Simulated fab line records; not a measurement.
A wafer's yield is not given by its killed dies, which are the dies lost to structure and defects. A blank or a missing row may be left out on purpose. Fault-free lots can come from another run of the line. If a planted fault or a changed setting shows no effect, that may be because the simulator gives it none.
Which of the tools did it? / flow gf180mcu / 33 wafers from 11 lots sampled at 3 of the route's 602 steps

WHAT EACH GAUGE READ, for each wafer
GF_CONTACT_RS_MEAS_25: a four-point-probe measurement.
lot=L740; measured=day 16 06:45; on=film-metro-02; CONTACT_W_RS (ohm/sq)=0.378 0.378 0.372
lot=L742; measured=day 16 18:40; on=film-metro-03; CONTACT_W_RS (ohm/sq)=0.382 0.379 0.378
lot=L744; measured=day 17 14:10; on=film-metro-01; CONTACT_W_RS (ohm/sq)=0.384 0.383 0.380
lot=L746; measured=day 18 06:11; on=film-metro-03; CONTACT_W_RS (ohm/sq)=0.387 0.385 0.386
lot=L749; measured=day 19 16:42; on=film-metro-03; CONTACT_W_RS (ohm/sq)=0.389 0.382 0.382
lot=L751; measured=day 20 09:49; on=film-metro-01; CONTACT_W_RS (ohm/sq)=0.384 0.385 0.386
lot=L755; measured=day 21 12:52; on=film-metro-03; CONTACT_W_RS (ohm/sq)=0.335 0.334 0.336 0.336 0.335 0.336
lot=L756; measured=day 21 21:11; on=film-metro-01; CONTACT_W_RS (ohm/sq)=0.336 0.339 0.340 0.336 0.338 0.339
lot=L759; measured=day 23 02:25; on=film-metro-03; CONTACT_W_RS (ohm/sq)=0.380 0.380 0.380
lot=L761; measured=day 23 16:41; on=film-metro-02; CONTACT_W_RS (ohm/sq)=0.379 0.382 0.377
lot=L763; measured=day 24 10:12; on=film-metro-03; CONTACT_W_RS (ohm/sq)=0.381 0.377 0.379

WHICH TOOL RAN EACH LOT (tool, then ch and the chambers of the sampled wafers, then the start)
lot=L740; GF_SALICIDE_SPUTTER_02=pvd-sputter-04, day 15 06:43; GF_CONTACT_CVD_24=cvd-w-01 ch 0,1, day 16 06:39
lot=L742; GF_SALICIDE_SPUTTER_02=pvd-sputter-04, day 15 18:50; GF_CONTACT_CVD_24=cvd-w-02 ch 0,1, day 16 18:34
lot=L744; GF_SALICIDE_SPUTTER_02=pvd-sputter-01, day 16 13:22; GF_CONTACT_CVD_24=cvd-w-02 ch 0,1, day 17 14:02
lot=L746; GF_SALICIDE_SPUTTER_02=pvd-sputter-01, day 17 04:46; GF_CONTACT_CVD_24=cvd-w-02 ch 0,1, day 18 06:04
lot=L749; GF_SALICIDE_SPUTTER_02=pvd-sputter-03, day 18 14:23; GF_CONTACT_CVD_24=cvd-w-01 ch 0,1, day 19 16:34
lot=L751; GF_SALICIDE_SPUTTER_02=pvd-sputter-03, day 19 07:25; GF_CONTACT_CVD_24=cvd-w-01 ch 0,1, day 20 09:43
lot=L755; GF_SALICIDE_SPUTTER_02=pvd-sputter-04, day 20 11:30; GF_CONTACT_CVD_24=cvd-w-01 ch 0,1, day 21 12:46
lot=L756; GF_SALICIDE_SPUTTER_02=pvd-sputter-04, day 20 19:41; GF_CONTACT_CVD_24=cvd-w-01 ch 0,1, day 21 21:04
lot=L759; GF_SALICIDE_SPUTTER_02=pvd-sputter-01, day 22 01:35; GF_CONTACT_CVD_24=cvd-w-02 ch 0,1, day 23 02:19
lot=L761; GF_SALICIDE_SPUTTER_02=pvd-sputter-01, day 22 15:39; GF_CONTACT_CVD_24=cvd-w-02 ch 0,1, day 23 16:35
lot=L763; GF_SALICIDE_SPUTTER_02=pvd-sputter-04, day 23 09:33; GF_CONTACT_CVD_24=cvd-w-02 ch 0,1, day 24 10:06
- GF_SALICIDE_SPUTTER_02: material Co, target thk 10 nm, time 20 s.
- GF_CONTACT_CVD_24: deposits W, target thk 300 nm, time 90.339 s.

THE ANSWER, worked out from the rows above alone
Rule: usual is defined by the lots themselves. The widest of any qualifying gaps counts: lots, ordered by their means at a reading, are off when they make up no more than a third of the lots, leave a main group of 4 or more, and stand apart from it by 3 or more times the standard deviation of that group's means. The tables above print the reading to a certain number of digits; a main group whose means all agree to those digits is not used. A lot without any number at a reading at which 4 lots or more have one is off too. Any other lot the step has rows for is counted as sound.
Off: at GF_CONTACT_RS_MEAS_25 (CONTACT_W_RS), L755, L756. The main group has a mean of 0.381 ohm/sq with a standard deviation of 0.0031.
A tool fits if, at a process step before that reading, it ran every lot that is off, and no sound lot after the first of them. The gauges at GF_CONTACT_RS_MEAS_25 are tried like those tools. One candidate fits, namely cvd-w-01 at GF_CONTACT_CVD_24. A fault onset in the window from L751 (day 20 09:43, its last sound lot) to L755 (day 21 12:46, its first lot off) fits.

WHAT THE SIMULATOR PUT IN
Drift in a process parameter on cvd-w-01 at GF_CONTACT_CVD_24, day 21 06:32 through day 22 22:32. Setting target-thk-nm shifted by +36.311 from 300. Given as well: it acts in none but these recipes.
Lots struck among those shown: L755, L756. The rule given above showed the same thing.
